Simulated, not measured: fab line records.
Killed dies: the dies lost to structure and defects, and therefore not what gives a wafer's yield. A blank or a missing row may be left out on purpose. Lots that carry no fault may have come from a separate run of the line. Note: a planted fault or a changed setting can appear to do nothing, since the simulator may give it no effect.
fab line records | flow sky130
[record] lots = 7 | wafers = 21 | last_day = 48
route steps=708 shown POLY_GATE@234 LDD_N@237 LDD_P@255 PAD_OPEN@708
lots with no fault: from the same line, run without faults
start_h: hours from the record's opening day to when the first of the lot's shown wafers began | wait_h: hours from the lot's prior step to this one | " the same as in the row above | L1.1+2: a single row standing in for several wafers | - value missing, or start not given | * or withheld: withheld | < > ~ a bound
route shown NAME@n: NAME is a module with steps in the file, n the number in the route of the first one | usual: mean and standard deviation over wafers with no fault | same: alike in all rows | chamber/n: place in a boat | sites: per-site readings | _std_site: the values' standard deviation | _edge_site: mean of outer sites minus mean of inner sites | radius_mm: for every site, how far away it sits from the centre of the wafer | mask NAME#n: copy n | behind: the tool/chamber that last shaped the wafer | hold: what put the lot on hold/how long, in hours/how the hold closed | device: the n, p or np transistor that did not switch | end of line: at the end of the route, the tests of the same wafers | where a step has no rows: the recipe by itself | killed: dies that structure and defects cost at the first sort, which is not the same as the wafer's yield | map: shows each die of a wafer: x if killed, . if not, _ if none is there
set.NAME: the run value of the setting; set.NAME@STEP: its run value at that earlier step | model.NAME: the simulator's own value behind a step, which no gauge read
a table for each step, a row for each wafer; lots at some steps of the route
services: from which hour (start_h, from the record's first day; less than 0 if before it) a tool's chamber was out of use, for how many hours, and why
[[steps]]
[step SKY_POLY_GATE_OXIDATION_20]
[recipe] temp_c = 850 | ambient = O2 | stabilise_s = 600 | purge_s = 300 | target_thk_a = 40 | ox_time_s = 899
[step SKY_POLY_GATE_THK_MEAS_21]
[recipe] reads = SiO2_of_POLY_GATE_OXIDATION_20
[usual] POLY_GATE_OXIDATION_THK = 3.96/0.071
lot.wafer | tool          | chamber | start_h | wait_h | POLY_GATE_OXIDATION_THK[nm]
L473.2    | film_metro-03 | -       | 365.49  | 0.0    | 4.00
L473.3    | "             | -       | "       | "      | 4.11
L473.4    | "             | -       | "       | "      | 3.98
L475.2    | film_metro-03 | -       | 380.69  | 0.0    | 4.15
L475.3    | "             | -       | "       | "      | 4.01
L475.5    | "             | -       | "       | "      | 4.07
L476.1    | film_metro-04 | -       | 397.78  | 0.0    | 4.02
L476.3    | "             | -       | "       | "      | 4.03
L476.4    | "             | -       | "       | "      | 4.04
L478.2    | film_metro-03 | -       | 410.00  | 0.0    | 3.89
L478.3    | "             | -       | "       | "      | 3.93
L478.4    | "             | -       | "       | "      | 3.93
L484.1    | film_metro-04 | -       | 467.26  | 0.0    | 3.85
L484.3    | "             | -       | "       | "      | 3.77
L484.5    | "             | -       | "       | "      | 3.84
L485.2    | film_metro-02 | -       | 478.45  | 0.0    | 3.93
L485.3    | "             | -       | "       | "      | 3.91
L485.6    | "             | -       | "       | "      | 3.96
L486.2    | film_metro-02 | -       | 498.86  | 0.0    | 3.83
L486.4    | "             | -       | "       | "      | 3.84
L486.6    | "             | -       | "       | "      | 3.93
[step SKY_POLY_GATE_CD_MEAS_22]
[usual] cd_nm = 150.4/1.8
lot.wafer | tool      | chamber | start_h | wait_h | cd_nm
L473.2    | cd_sem-01 | -       | 365.57  | 0.1    | 149.8
L473.3    | "         | -       | "       | "      | 149.6
L473.4    | "         | -       | "       | "      | 149.9
L475.2    | cd_sem-02 | -       | 380.77  | 0.1    | 149.3
L475.3    | "         | -       | "       | "      | 147.8
L475.5    | "         | -       | "       | "      | 149.4
L476.1    | cd_sem-01 | -       | 397.84  | 0.1    | 151.8
L476.3    | "         | -       | "       | "      | 150.6
L476.4    | "         | -       | "       | "      | 153.1
L478.2    | cd_sem-02 | -       | 410.08  | 0.1    | 149.5
L478.3    | "         | -       | "       | "      | 150.9
L478.4    | "         | -       | "       | "      | 148.4
L484.1    | cd_sem-02 | -       | 467.32  | 0.1    | 151.0
L484.3    | "         | -       | "       | "      | 151.9
L484.5    | "         | -       | "       | "      | 151.4
L485.2    | cd_sem-01 | -       | 478.52  | 0.1    | 150.5
L485.3    | "         | -       | "       | "      | 150.1
L485.6    | "         | -       | "       | "      | 150.2
L486.2    | cd_sem-02 | -       | 498.94  | 0.1    | 151.5
L486.4    | "         | -       | "       | "      | 154.9
L486.6    | "         | -       | "       | "      | 152.8
[step SKY_LDD_N_DEHYDRATE_00]
[recipe] temp_c = 200 | time_s = 60
[step SKY_LDD_N_HMDS_01]
[recipe] prime_time_s = 60 | prime_temp_c = 120
[step SKY_LDD_N_COAT_02]
[recipe] resist = NOVOLAK | spin_rpm = 3000 | resist_thk_nm = 300
[step SKY_LDD_N_SOFTBAKE_03]
[recipe] temp_c = 90 | time_s = 60 | resist = NOVOLAK
[step SKY_LDD_N_EXPOSE_04]
[recipe] mask_id = NTM | target_cd_nm = 840 | na = 0.6 | source_shape = conventional | sigma_outer = 0.6 | dose_mj = 110
[step SKY_LDD_N_PEB_05]
[recipe] temp_c = withheld | time_s = * | resist = NOVOLAK
[step SKY_LDD_N_DEVELOP_06]
[recipe] develop_time_s = 60 | dev_temp_c = 23
[step SKY_LDD_N_OVL_MEAS_07]
[usual] LDD_N_OVL = 0.6/1.4
lot.wafer | tool       | chamber | start_h | wait_h | LDD_N_OVL[nm]
L473.2    | overlay-02 | -       | 394.30  | 0.1    | 3.9
L473.3    | "          | -       | "       | "      | 2.4
L473.4    | "          | -       | "       | "      | 5.0
L475.2    | overlay-01 | -       | 410.45  | 0.1    | -1.9
L475.3    | "          | -       | "       | "      | -1.9
L475.5    | "          | -       | "       | "      | -0.6
L476.1    | overlay-01 | -       | 428.70  | 0.1    | 0.9
L476.3    | "          | -       | "       | "      | 0.8
L476.4    | "          | -       | "       | "      | 1.0
L478.2    | overlay-01 | -       | 439.85  | 0.1    | -0.4
L478.3    | "          | -       | "       | "      | 0.1
L478.4    | "          | -       | "       | "      | -0.9
L484.1    | overlay-01 | -       | 498.85  | 0.1    | -1.5
L484.3    | "          | -       | "       | "      | -3.2
L484.5    | "          | -       | "       | "      | -1.0
L485.2    | overlay-02 | -       | 509.70  | 0.1    | 1.7
L485.3    | "          | -       | "       | "      | 0.0
L485.6    | "          | -       | "       | "      | 1.3
L486.2    | overlay-02 | -       | 530.40  | 0.1    | 0.1
L486.4    | "          | -       | "       | "      | -1.3
L486.6    | "          | -       | "       | "      | -1.1
[step SKY_LDD_N_IMPLANT_08]
[recipe] species = As | energy_kev = 20 | dose_cm2 = 7.5e+13 | tilt_deg = withheld | rotation_deg = 23
[step SKY_LDD_N_IMPLANT_09]
[recipe] species = As | energy_kev = 20 | dose_cm2 = 7.5e+13 | tilt_deg = withheld | rotation_deg = 113
[usual] faraday_current_uA = 423/8 | implant_ion_amu = 75/0 | rotation_deg = 113.00/0.028
lot.wafer | tool         | chamber | start_h | wait_h | faraday_current_uA | implant_ion_amu | rotation_deg | model.implant.drp_nm | model.implant.rp_nm
L473.2    | implanter-02 | 0       | 394.51  | 0.1    | 425                | 75              | 112.98       | 7.212                | 16.22
L473.3    | "            | 0       | "       | "      | 428                | 75              | 113.00       | 7.212                | 16.22
L473.4    | "            | 0       | "       | "      | 430                | 75              | 113.01       | 7.212                | 16.22
L475.2    | implanter-03 | 0       | 410.66  | 0.1    | 418                | 75              | 113.02       | 7.212                | 16.03
L475.3    | "            | 0       | "       | "      | 430                | 75              | 112.99       | 7.212                | 16.03
L475.5    | "            | 0       | "       | "      | 433                | 75              | 112.93       | 7.212                | 16.03
L476.1    | implanter-01 | 0       | 428.88  | 0.1    | 430                | 75              | 112.99       | 7.212                | 15.48
L476.3    | "            | 0       | "       | "      | 420                | 75              | 113.03       | 7.212                | 15.48
L476.4    | "            | 0       | "       | "      | 421                | 75              | 113.00       | 7.212                | 15.48
L478.2    | implanter-03 | 0       | 440.05  | 0.1    | 421                | 75              | 113.00       | 7.212                | 15.38
L478.3    | "            | 0       | "       | "      | 427                | 75              | 112.98       | 7.212                | 15.38
L478.4    | "            | 0       | "       | "      | 418                | 75              | 113.01       | 7.212                | 15.38
L484.1    | implanter-02 | 0       | 499.03  | 0.1    | 441                | 49              | 112.99       | 9.752                | 17.02
L484.3    | "            | 0       | "       | "      | 421                | 49              | 112.98       | 9.752                | 17.02
L484.5    | "            | 0       | "       | "      | 425                | 49              | 113.03       | 9.752                | 17.02
L485.2    | implanter-03 | 0       | 509.90  | 0.1    | 409                | 49              | 112.98       | 9.752                | 17.51
L485.3    | "            | 0       | "       | "      | 418                | 49              | 112.97       | 9.752                | 17.51
L485.6    | "            | 0       | "       | "      | 422                | 49              | 113.00       | 9.752                | 17.51
L486.2    | implanter-01 | 0       | 530.61  | 0.1    | 419                | 49              | 112.96       | 9.752                | 17.3
L486.4    | "            | 0       | "       | "      | 407                | 49              | 113.01       | 9.752                | 17.3
L486.6    | "            | 0       | "       | "      | 415                | 49              | 113.00       | 9.752                | 17.3
[step SKY_LDD_N_IMPLANT_10]
[recipe] species = As | energy_kev = 20 | dose_cm2 = 7.5e+13 | tilt_deg = withheld | rotation_deg = 203
[step SKY_LDD_N_IMPLANT_11]
[recipe] species = As | energy_kev = 20 | dose_cm2 = 7.5e+13 | tilt_deg = withheld | rotation_deg = 293
[step SKY_LDD_N_IMPLANT_12]
[recipe] species = BF2 | energy_kev = 50 | dose_cm2 = 5e+12 | tilt_deg = 30 | rotation_deg = 0
[step SKY_LDD_N_IMPLANT_13]
[recipe] species = BF2 | energy_kev = 50 | dose_cm2 = 5e+12 | tilt_deg = 30 | rotation_deg = 90
[step SKY_LDD_N_IMPLANT_14]
[recipe] species = BF2 | energy_kev = 50 | dose_cm2 = 5e+12 | tilt_deg = 30 | rotation_deg = 180
[step SKY_LDD_N_IMPLANT_15]
[recipe] species = BF2 | energy_kev = 50 | dose_cm2 = 5e+12 | tilt_deg = 30 | rotation_deg = 270
[step SKY_LDD_N_STRIP_16]
[recipe] chemistry = O2/N2 | power_w = 1400 | pressure_mtorr = 1500 | platen_temp_c = withheld | o2_flow_sccm = 3000 | n2_flow_sccm = 300 | overash_fraction = 0.5
[usual] drypump_motor_current_A = 5.8/0.63 | oes_product_au = 0.406/0.0045 | strip_time_to_endpoint_s = 4.318/0.016
lot.wafer | tool            | chamber | start_h | wait_h | drypump_motor_current_A | oes_product_au | rf_hours_counter_h | strip_time_to_endpoint_s
L473.2    | plasma_asher-01 | 0       | 395.53  | 0.1    | 6.5                     | 0.399          | 28                 | 4.312
L473.3    | "               | 0       | "       | "      | 6.6                     | 0.406          | -                  | 4.310
L473.4    | "               | 1       | "       | "      | 5.0                     | 0.401          | -                  | 4.300
L475.2    | plasma_asher-01 | 1       | 411.68  | 0.1    | 4.9                     | 0.400          | 30                 | 4.324
L475.3    | "               | 0       | "       | "      | 6.6                     | 0.406          | -                  | 4.325
L475.5    | "               | 0       | "       | "      | 6.6                     | 0.410          | -                  | 4.319
L476.1    | plasma_asher-04 | 1       | 429.93  | 0.1    | 5.5                     | 0.404          | 74                 | 4.319
L476.3    | "               | 0       | "       | "      | 5.3                     | 0.409          | -                  | 4.347
L476.4    | "               | 1       | "       | "      | 5.5                     | 0.405          | -                  | 4.303
L478.2    | plasma_asher-04 | 1       | 441.08  | 0.1    | 5.5                     | 0.406          | 75                 | 4.304
L478.3    | "               | 0       | "       | "      | 5.3                     | 0.401          | -                  | 4.309
L478.4    | "               | 1       | "       | "      | 5.5                     | 0.403          | -                  | 4.320
L484.1    | plasma_asher-03 | 1       | 500.08  | 0.1    | 6.6                     | 0.402          | 7                  | 4.277
L484.3    | "               | 0       | "       | "      | 6.0                     | 0.407          | -                  | 4.256
L484.5    | "               | 1       | "       | "      | 6.5                     | 0.407          | -                  | 4.277
L485.2    | plasma_asher-03 | 0       | 510.93  | 0.1    | 6.0                     | 0.402          | 8                  | 4.295
L485.3    | "               | 1       | "       | "      | 6.6                     | 0.404          | -                  | 4.277
L485.6    | "               | 1       | "       | "      | 6.6                     | 0.408          | -                  | 4.287
L486.2    | plasma_asher-01 | 1       | 531.63  | 0.1    | 4.9                     | 0.404          | 42                 | 4.276
L486.4    | "               | 1       | "       | "      | 4.9                     | 0.408          | -                  | 4.271
L486.6    | "               | 1       | "       | "      | 5.0                     | 0.410          | -                  | 4.256
[step SKY_LDD_N_TW_MEAS_17]
[usual] LDD_N_TW = 2568/26
lot.wafer | tool          | chamber | start_h | wait_h | LDD_N_TW
L473.2    | film_metro-01 | -       | 395.64  | 0.1    | 2545
L473.3    | "             | -       | "       | "      | 2556
L473.4    | "             | -       | "       | "      | 2566
L475.2    | film_metro-02 | -       | 411.79  | 0.1    | 2560
L475.3    | "             | -       | "       | "      | 2547
L475.5    | "             | -       | "       | "      | 2548
L476.1    | film_metro-03 | -       | 430.03  | 0.1    | 2603
L476.3    | "             | -       | "       | "      | 2595
L476.4    | "             | -       | "       | "      | 2574
L478.2    | film_metro-03 | -       | 441.19  | 0.1    | 2597
L478.3    | "             | -       | "       | "      | 2577
L478.4    | "             | -       | "       | "      | 2575
L484.1    | film_metro-03 | -       | 500.18  | 0.1    | 2504
L484.3    | "             | -       | "       | "      | 2500
L484.5    | "             | -       | "       | "      | 2491
L485.2    | film_metro-02 | -       | 511.04  | 0.1    | 2433
L485.3    | "             | -       | "       | "      | 2435
L485.6    | "             | -       | "       | "      | 2427
L486.2    | film_metro-01 | -       | 531.74  | 0.1    | 2445
L486.4    | "             | -       | "       | "      | 2441
L486.6    | "             | -       | "       | "      | 2441
[step SKY_LDD_P_DEHYDRATE_00]
[recipe] temp_c = 200 | time_s = 60
[step SKY_PAD_OPEN_PROBE_99]
[usual] killed_at_M0_to_M3 = 45/7.3 | killed_at_M4_up = 3.1/1.7 | killed_at_contacts = 25/5.1 | killed_at_front_end = 15/4.5 | killed_at_other = 0.3/0.56 | killed_dies = 88/9.4 | killed_open = 47/6.6 | killed_short = 40/6.9
[same] gross_dies = 492 | killed_at_back_side = 0
lot.wafer | tool      | chamber | start_h | wait_h | killed_at_M0_to_M3 | killed_at_M4_up | killed_at_contacts | killed_at_front_end | killed_at_other | killed_dies | killed_open | killed_short | model.etest.nfet_01v8.r_on_ohm_um | model.etest.nfet_01v8_swapped.drive_ua_um | model.etest.tip_n.rs_ohm_sq | model.etest.nfet_01v8_turned.drive_ua_um | model.etest.nfet_01v8_lvt.drive_ua_um | model.etest.nfet_01v8.drive_ua_um | model.etest.sram_nfet_pass.drive_ua_um | model.etest.res_ndiff.line_ohm_um
L473.2    | prober-02 | -       | 1068.66 | 0.1    | 59                 | 4               | 31                 | 9                   | 0               | 103         | 63          | 40           | 838.2                             | 503.4                                     | 436.4                       | 507.2                                    | 571.3                                 | 500.9                             | 489.4                                  | 757.5
L473.3    | prober-02 | -       | 1068.71 | 0.2    | 38                 | 5               | 18                 | 10                  | 0               | 71          | 38          | 32           | 859.8                             | 488.8                                     | 434.3                       | 488.3                                    | 556.3                                 | 486.7                             | 468.2                                  | 752.3
L473.4    | prober-02 | -       | 1068.76 | 0.2    | 37                 | 4               | 19                 | 13                  | 2               | 75          | 38          | 35           | 822.6                             | 510.9                                     | 434.4                       | 505.8                                    | 577.4                                 | 510.3                             | 496.4                                  | 753
L475.2    | prober-02 | -       | 1080.30 | 0.1    | 44                 | 4               | 25                 | 11                  | 0               | 84          | 38          | 44           | 825.5                             | 505.6                                     | 444.7                       | 506                                      | 574.7                                 | 502.3                             | 487.7                                  | 758.9
L475.3    | prober-02 | -       | 1080.35 | 0.2    | 66                 | 4               | 27                 | 17                  | 0               | 114         | 65          | 49           | 820.6                             | 507.4                                     | 446.5                       | 505.5                                    | 582.3                                 | 508.1                             | 477.6                                  | 766.5
L475.5    | prober-02 | -       | 1080.45 | 0.2    | 42                 | 2               | 27                 | 17                  | 0               | 88          | 36          | 51           | 843.8                             | 493                                       | 446.9                       | 496.4                                    | 566.1                                 | 491.2                             | 486.5                                  | 749.4
L476.1    | prober-01 | -       | 1092.21 | 0.1    | 46                 | 2               | 27                 | 17                  | 0               | 92          | 54          | 36           | 862.9                             | 491.5                                     | 445.4                       | 485.4                                    | 554.7                                 | 485.5                             | 474.1                                  | 761.6
L476.3    | prober-01 | -       | 1092.31 | 0.2    | 44                 | 5               | 22                 | 23                  | 0               | 94          | 39          | 54           | 855.1                             | 487.3                                     | 440.9                       | 494.1                                    | 561.8                                 | 484.2                             | 495                                    | 753.9
L476.4    | prober-01 | -       | 1092.36 | 0.2    | 41                 | 1               | 31                 | 14                  | 1               | 88          | 43          | 45           | 880.8                             | 483.6                                     | 448.3                       | 478.6                                    | 543                                   | 481.1                             | 461.7                                  | 757.6
L478.2    | prober-01 | -       | 1101.51 | 0.1    | 50                 | 2               | 33                 | 11                  | 0               | 96          | 50          | 46           | 811.1                             | 515                                       | 442.5                       | 519.2                                    | 585.2                                 | 516.7                             | 508.7                                  | 771.1
L478.3    | prober-01 | -       | 1101.56 | 0.2    | 45                 | 3               | 17                 | 21                  | 0               | 86          | 48          | 38           | 824.4                             | 520.5                                     | 442.1                       | 515.7                                    | 586.3                                 | 517.1                             | 507.1                                  | 752.6
L478.4    | prober-01 | -       | 1101.61 | 0.2    | 44                 | 3               | 22                 | 8                   | 0               | 77          | 43          | 34           | 802.6                             | 526.6                                     | 440.4                       | 535.5                                    | 609.2                                 | 534.4                             | 510.7                                  | 751.5
L484.1    | prober-02 | -       | 1138.62 | 0.1    | 38                 | 3               | 20                 | 15                  | 1               | 77          | 45          | 31           | -                                 | -                                         | -                           | -                                        | -                                     | -                                 | -                                      | -
L484.3    | prober-02 | -       | 1138.72 | 0.2    | 34                 | 3               | 23                 | 10                  | 0               | 70          | 39          | 31           | -                                 | -                                         | -                           | -                                        | -                                     | -                                 | -                                      | -
L484.5    | prober-02 | -       | 1138.82 | 0.2    | 35                 | 6               | 35                 | 9                   | 0               | 85          | 45          | 40           | -                                 | -                                         | -                           | -                                        | -                                     | -                                 | -                                      | -
L485.2    | prober-01 | -       | 1144.94 | 0.1    | 45                 | 2               | 21                 | 23                  | 0               | 91          | 43          | 48           | 3241                              | 51.37                                     | 912.7                       | 185.3                                    | 360.9                                 | 308.9                             | 327.3                                  | 787.9
L485.3    | prober-01 | -       | 1144.99 | 0.2    | 41                 | 6               | 23                 | 17                  | 0               | 87          | 44          | 43           | 5155                              | 27.4                                      | 915                         | 146.1                                    | 329.2                                 | 272.7                             | 301.2                                  | 797.9
L485.6    | prober-01 | -       | 1145.14 | 0.2    | 41                 | 5               | 26                 | 8                   | 0               | 80          | 47          | 33           | 7363                              | 16.59                                     | 916.1                       | 126.2                                    | 317.4                                 | 261.7                             | 283.7                                  | 801.8
L486.2    | prober-01 | -       | 1157.90 | 0.1    | 43                 | 2               | 17                 | 23                  | 0               | 85          | 43          | 42           | -                                 | -                                         | -                           | -                                        | -                                     | -                                 | -                                      | -
L486.4    | prober-01 | -       | 1158.00 | 0.2    | 47                 | 2               | 23                 | 17                  | 0               | 89          | 57          | 32           | -                                 | -                                         | -                           | -                                        | -                                     | -                                 | -                                      | -
L486.6    | prober-01 | -       | 1158.10 | 0.2    | 43                 | 0               | 25                 | 12                  | 0               | 80          | 43          | 37           | -                                 | -                                         | -                           | -                                        | -                                     | -                                 | -                                      | -
// killed by level:class
L473.2 CONTACT:geometric_particle:open=13 VIA2:geometric_particle:open=13 VIA1:geometric_particle:open=12 LI_CONTACT:geometric_particle:open=8 VIA3:geometric_particle:open=8 METAL1:geometric_particle:short=6 VIA3:geometric_particle:short=5 METAL2:geometric_particle:short=5
L473.3 LI_CONTACT:geometric_particle:open=7 VIA1:geometric_particle:open=7 VIA2:geometric_particle:open=6 CONTACT:geometric_particle:open=5 VIA1:geometric_particle:short=4 METAL1:geometric_particle:short=4 VIA2:geometric_particle:short=4 VIA3:geometric_particle:open=4
L473.4 VIA1:geometric_particle:open=9 VIA2:geometric_particle:open=8 CONTACT:geometric_particle:open=6 LI_CONTACT:geometric_particle:short=5 POLY_GATE:geometric_particle:open=4 METAL2:geometric_particle:short=4 FIELD_ISO:geometric_particle:short=3 POLY_GATE:geometric_particle:short=3
L475.2 CONTACT:geometric_particle:open=10 VIA1:geometric_particle:open=10 METAL1:geometric_particle:short=7 POLY_GATE:geometric_particle:short=6 CONTACT:geometric_particle:short=5 LI_CONTACT:geometric_particle:open=4 VIA1:geometric_particle:short=4 METAL2:geometric_particle:short=4
L475.3 VIA1:geometric_particle:open=20 METAL2:geometric_particle:short=11 VIA2:geometric_particle:open=10 VIA3:geometric_particle:open=10 CONTACT:geometric_particle:short=8 CONTACT:geometric_particle:open=8 LOCAL_INTERCONNECT:geometric_particle:short=6 FIELD_ISO:geometric_particle:open=4
L475.5 CONTACT:geometric_particle:open=11 VIA1:geometric_particle:short=9 VIA1:geometric_particle:open=9 VIA2:geometric_particle:open=7 CONTACT:geometric_particle:short=6 FIELD_ISO:geometric_particle:short=5 POLY_GATE:geometric_particle:short=5 LI_CONTACT:geometric_particle:short=5
L476.1 CONTACT:geometric_particle:open=15 VIA1:geometric_particle:open=12 LI_CONTACT:geometric_particle:open=8 METAL2:geometric_particle:short=7 METAL3:geometric_particle:short=6 POLY_GATE:geometric_particle:short=5 POLY_GATE:geometric_particle:open=5 METAL1:geometric_particle:short=5
L476.3 VIA1:geometric_particle:open=7 POLY_GATE:geometric_particle:short=6 METAL1:geometric_particle:short=6 LOCAL_INTERCONNECT:geometric_particle:short=6 CONTACT:geometric_particle:short=6 VIA2:geometric_particle:open=6 FIELD_ISO:geometric_particle:open=5 CONTACT:geometric_particle:open=5
L476.4 CONTACT:geometric_particle:open=9 VIA1:geometric_particle:open=9 METAL2:geometric_particle:short=8 VIA3:geometric_particle:open=8 CONTACT:geometric_particle:short=7 LOCAL_INTERCONNECT:geometric_particle:short=7 LI_CONTACT:geometric_particle:open=5 METAL1:geometric_particle:short=4
L478.2 LI_CONTACT:geometric_particle:open=12 VIA1:geometric_particle:open=9 CONTACT:geometric_particle:open=8 VIA3:geometric_particle:open=8 VIA1:geometric_particle:short=7 METAL2:geometric_particle:short=6 METAL1:geometric_particle:short=5 CONTACT:geometric_particle:short=5
L478.3 VIA1:geometric_particle:open=13 POLY_GATE:geometric_particle:open=8 VIA2:geometric_particle:open=7 FIELD_ISO:geometric_particle:short=5 METAL1:geometric_particle:short=5 METAL2:geometric_particle:short=5 VIA3:geometric_particle:open=5 LI_CONTACT:geometric_particle:short=4
L478.4 CONTACT:geometric_particle:open=13 VIA1:geometric_particle:open=9 VIA3:geometric_particle:open=9 METAL2:geometric_particle:short=6 VIA1:geometric_particle:short=4 VIA2:geometric_particle:short=4 VIA2:geometric_particle:open=4 FIELD_ISO:geometric_particle:short=3
L484.1 LI_CONTACT:geometric_particle:open=8 VIA2:geometric_particle:open=8 CONTACT:geometric_particle:open=6 VIA1:geometric_particle:short=5 VIA1:geometric_particle:open=5 METAL2:geometric_particle:short=5 FIELD_ISO:geometric_particle:open=4 LOCAL_INTERCONNECT:geometric_particle:short=4
L484.3 VIA1:geometric_particle:open=11 CONTACT:geometric_particle:open=10 METAL2:geometric_particle:short=8 METAL1:geometric_particle:short=7 LI_CONTACT:geometric_particle:open=5 FIELD_ISO:geometric_particle:short=3 FIELD_ISO:geometric_particle:open=3 VIA2:geometric_particle:open=3
L484.5 CONTACT:geometric_particle:open=14 VIA1:geometric_particle:open=9 LI_CONTACT:geometric_particle:open=8 CONTACT:geometric_particle:short=6 VIA2:geometric_particle:short=5 LOCAL_INTERCONNECT:geometric_particle:short=5 VIA1:geometric_particle:short=5 METAL1:geometric_particle:short=4
L485.2 VIA2:geometric_particle:open=9 CONTACT:geometric_particle:open=8 POLY_GATE:geometric_particle:short=7 FIELD_ISO:geometric_particle:short=6 VIA1:geometric_particle:short=6 METAL2:geometric_particle:short=6 VIA3:geometric_particle:open=6 VIA2:geometric_particle:short=5
L485.3 METAL1:geometric_particle:short=8 CONTACT:geometric_particle:open=7 LI_CONTACT:geometric_particle:open=7 VIA1:geometric_particle:open=7 VIA2:geometric_particle:open=5 CONTACT:geometric_particle:short=5 METAL2:geometric_particle:short=5 METAL4:geometric_particle:short=5
L485.6 CONTACT:geometric_particle:open=9 LI_CONTACT:geometric_particle:open=8 VIA1:geometric_particle:open=7 METAL2:geometric_particle:short=7 VIA2:geometric_particle:open=7 VIA3:geometric_particle:open=6 POLY_GATE:geometric_particle:short=4 LOCAL_INTERCONNECT:geometric_particle:short=4
L486.2 VIA1:geometric_particle:open=10 VIA1:geometric_particle:short=6 LI_CONTACT:geometric_particle:open=6 FIELD_ISO:geometric_particle:open=5 METAL3:geometric_particle:short=5 POLY_GATE:geometric_particle:open=4 POLY_GATE:geometric_particle:short=4 SPACER:geometric_particle:short=4
L486.4 VIA1:geometric_particle:open=11 CONTACT:geometric_particle:open=10 VIA3:geometric_particle:open=10 VIA1:geometric_particle:short=6 VIA2:geometric_particle:open=6 LI_CONTACT:geometric_particle:open=5 FIELD_ISO:geometric_particle:short=4 LI_CONTACT:geometric_particle:short=4
L486.6 VIA1:geometric_particle:open=10 CONTACT:geometric_particle:open=9 VIA2:geometric_particle:open=7 METAL1:geometric_particle:short=7 VIA1:geometric_particle:short=6 FIELD_ISO:geometric_particle:open=5 LOCAL_INTERCONNECT:geometric_particle:short=5 LI_CONTACT:geometric_particle:open=4
[[services]]
tool            | chamber | start_h | hours | kind
plasma_asher-03 | -       | 395.60  | 14.6  | pm
implanter-03    | -       | 418.68  | 2.5   | pm
plasma_asher-03 | -       | 421.25  | 9.0   | pm
plasma_asher-03 | 0       | 421.25  | 9.0   | vent_cycle
plasma_asher-03 | 1       | 421.25  | 9.0   | vent_cycle
plasma_asher-01 | -       | 421.54  | 2.8   | pm
implanter-01    | -       | 422.88  | 4.6   | pm
plasma_asher-03 | 0       | 430.25  | -     | clean
plasma_asher-03 | 1       | 430.25  | -     | clean
implanter-03    | -       | 468.35  | 5.9   | pm
implanter-01    | -       | 499.08  | 0.6   | repair
[[key]]
[first_sign] step = SKY_LDD_N_IMPLANT_09 | reading = implant_ion_amu | direction = down | sigmas = 99+ | usual = 75 | struck = 49
[effect] step = SKY_LDD_N_STRIP_16 | reading = strip_time_to_endpoint_s | direction = down | sigmas = 2.7 | usual = * | struck = *
[effect] step = SKY_LDD_N_TW_MEAS_17 | reading = LDD_N_TW | direction = down | sigmas = 4.2 | usual = 2568 | struck = 2458
[model_effect] step = SKY_LDD_N_IMPLANT_09 | value = implant.drp_nm | without = 7.212 | struck = 9.752
[model_effect] step = SKY_PAD_OPEN_PROBE_99 | value = etest.nfet_01v8.r_on_ohm_um | without = 817 | struck = 5253
met_at SKY_LDD_N_IMPLANT_09
struck_wafers L484.1,L484.3,L484.5,L485.2,L485.3,L485.6,L486.2,L486.4,L486.6
tester_left_out L484,L485,L486
onset_between 440.05 499.03
[fault] kind = wrong_recipe_download | tool = implanter-01,implanter-02,implanter-03 | chamber = - | onset_h = 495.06 | steps = SKY_LDD_N_IMPLANT_09 | wrong_recipe.not_listed = 1
// tester_left_out: of these lots the tester's yield and bins aren't shown, on N5 and GAA mostly nor the transistor test; their killed dies are dies lost to structure and defects alone, not to doping, threshold or leakage, so they don't give the yield
